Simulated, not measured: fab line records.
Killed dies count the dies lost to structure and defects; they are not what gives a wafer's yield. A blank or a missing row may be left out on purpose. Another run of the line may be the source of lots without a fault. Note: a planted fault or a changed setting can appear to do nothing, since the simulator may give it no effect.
Chamber matching    flow sky130    SKY_POLY_GATE_ETCH_16 on rie diel-03: 4 sister chambers
The step etches Si3N4 in CH3F/O2, stops on poly-Si, time 147.5 s, target depth 75 nm. 14 wafers are shown with their chamber, then 7 later ones without.

## WAFERS, EACH WITH ITS CHAMBER
wafer   chamber  drypump motor current A (A)  oes product au (a.u.)  O2_flow_sccm (sccm)
L193.1  0        5.2                          0.640                  30.01
L193.3  3        5.3                          0.644                  29.96
L193.6  0        5.2                          0.642                  30.00
L192.1  2        5.1                          0.645                  29.96
L192.5  3        5.2                          0.644                  29.92
L192.6  2        5.1                          0.645                  30.05
L200.2  2        5.1                          0.653                  30.04
L200.3  1        5.4                          0.652                  30.04
L200.5  0        5.2                          0.644                  29.88
L201.2  2        5.1                          0.642                  30.16
L201.3  3        5.3                          0.643                  29.84
L201.6  1        5.3                          0.644                  29.89
L202.2  0        5.2                          0.634                  29.96
L202.3  2        5.2                          0.638                  29.85

SIGNATURES, as means of the wafers listed above
reading                  chamber 0  chamber 1  chamber 2  chamber 3  scatter within a chamber
drypump motor current A  5.200      5.350      5.120      5.267      0.0443
oes product au           0.64000    0.64800    0.64460    0.64367    0.00458
O2_flow_sccm             29.9625    29.9650    30.0120    29.9067    0.0907
Rule: for each reading, subtract the chamber's mean from the wafer's reading, divide by that reading's scatter and square the result; add these up over the readings and take the root, which gives the wafer's distance from the chamber. The wafer belongs to the nearest chamber; if the next one is less than 2 further off, it can't be placed. The scatter: take each reading less its chamber's mean, square it, sum over the shown wafers, divide by the number of wafers less the number of chambers, and take the root.

## WAFERS WHOSE CHAMBER IS MISSING
wafer   drypump motor current A (A)  oes product au (a.u.)  O2_flow_sccm (sccm)
L202.5  5.3                          0.635                  29.99
L205.1  5.3                          0.645                  29.85
L205.2  5.2                          0.637                  29.99
L205.5  5.1                          0.642                  29.99
L204.2  5.3                          0.645                  30.00
L204.3  5.1                          0.633                  30.07
L204.4  5.3                          0.639                  29.98

## WHICH CHAMBER EACH ONE RAN IN
wafer   from the rows above           in truth
L202.5  can't be placed: 3 or 0 or 1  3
L205.1  can't be placed: 3 or 1 or 0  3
L205.2  can't be placed: 0 or 3 or 2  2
L205.5  can't be placed: 2 or 0       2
L204.2  can't be placed: 3 or 1 or 0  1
L204.3  can't be placed: 2 or 0       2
L204.4  can't be placed: 3 or 1 or 0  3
Correctly placed: 0 of 7. Not placeable from these rows: 7 (in 7, the candidates include the true chamber). Placed wrongly: 0.
